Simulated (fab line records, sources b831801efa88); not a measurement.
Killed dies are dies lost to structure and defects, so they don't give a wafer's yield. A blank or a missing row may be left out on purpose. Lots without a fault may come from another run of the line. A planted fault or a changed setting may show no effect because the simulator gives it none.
Problem report in the 8D (eight disciplines) form, filled by code | flow gf180mcu | the parts of the form that need people (team, actions taken, sign-off) are left out

1. THE PROBLEM
NSD_RS at GF_PSD_RS_MEAS_14 reads a mean of 43.13 ohm/sq on 6 wafers of 2 lots; wafers without a fault read 45.90 ohm/sq with a standard deviation of 0.095. That is -29 standard deviations from the usual mean.
The step: measures by four-point-probe.
First seen on wafer L927.3, day 21 01:50, on film_metro-02. The record holds 33 wafers of 11 lots with a number at this step. Rule for "out", or "out of limits": more than 4 standard deviations from the usual mean. The other wafers with a number count as sound.

2. WHAT IT IS AND WHAT IT IS NOT
question                    | is                           | is not
which readings at this step | NSD_RS                       | -
which lots                  | L927, L928                   | L911, L915, L916, L919, L920, L923, L924, L930, L931
which wafers of those lots  | all that have a number       | -
read on which gauges        | film_metro-01, film_metro-02 | film_metro-03
when                        | from day 21 01:50            | up to then (21 sound wafers); but 6 sound wafers of L930, L931 came after

3. SUSPECTS, AND WHAT RULES EACH OUT
Counting: a tool at a process step up to the reading stays a suspect if it ran every lot that is out and no sound lot after the first of them.
- the gauge at GF_PSD_RS_MEAS_14: ruled out. The wafers that are out were read on 2 gauges (film_metro-01, film_metro-02).
- implanter-02 at GF_NSD_IMPLANT_10: kept. It ran every lot that is out, first L927 (day 20 01:06), and no sound lot after that; its last sound lot up to then is L924 (day 18 20:01). Its own readings are out on those wafers: dose_ions_cm2, faraday_current_uA.
Left after counting: implanter-02 at GF_NSD_IMPLANT_10.

4. THE CAUSE (what the simulator had put in)
Process parameter drift: implanter-02, from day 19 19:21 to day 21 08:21, at GF_NSD_IMPLANT_10. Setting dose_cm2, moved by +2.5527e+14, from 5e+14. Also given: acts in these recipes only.
Counting left only this tool.

5. THE CHAIN OF EFFECTS, in route order
Each row: a reading whose mean over the struck wafers that have a number lies more than 3 standard deviations from the usual. Only readings for which the record gives a usual standard deviation are gone through. hours: the time from each lot's start at the first step in this table that gives one to its start at this step, as a median over the lots. sigmas: the change in usual standard deviations.
hours | step              | reading                   | usual        | on struck wafers | change     | sigmas
0     | GF_NSD_IMPLANT_10 | dose_ions_cm2             | 4.998e+14    | 7.548e+14        | +2.550e+14 | +99 or more
0     | GF_NSD_IMPLANT_10 | end_station_pressure_torr | 7.3e-06 Torr | 8.5e-06          | +1.2e-06   | +3.4
0     | GF_NSD_IMPLANT_10 | faraday_current_uA        | 2783         | 4188             | +1405      | +28
0     | GF_NSD_STRIP_11   | strip_time_to_endpoint_s  | 23.08 s      | 23.32            | +0.24      | +7.7
25    | GF_PSD_RS_MEAS_14 | NSD_RS                    | 45.90 ohm/sq | 43.13            | -2.77      | -29
The process steps in it:
- GF_NSD_IMPLANT_10
- GF_NSD_STRIP_11: strips in O2/N2.
Later measuring or inspecting steps at which every struck wafer that the step has a row for has a number for every such reading, and none has moved that far: GF_SALICIDE_RS_MEAS_04.

6. WHAT WOULD HAVE CAUGHT IT SOONER
In this record the first reading out of limits at a measuring or inspecting step was taken at day 21 01:50, 30 hours after the fault began at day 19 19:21.
The tool's own readings at GF_NSD_IMPLANT_10 were out on every struck wafer that the step has a row for (dose_ions_cm2, faraday_current_uA): an alarm limit on them would have fired on the first of those.
All the lots that are out (2) had begun GF_NSD_IMPLANT_10 on implanter-02 by day 21 01:50. A hold on the tool at that time would have spared none of them.
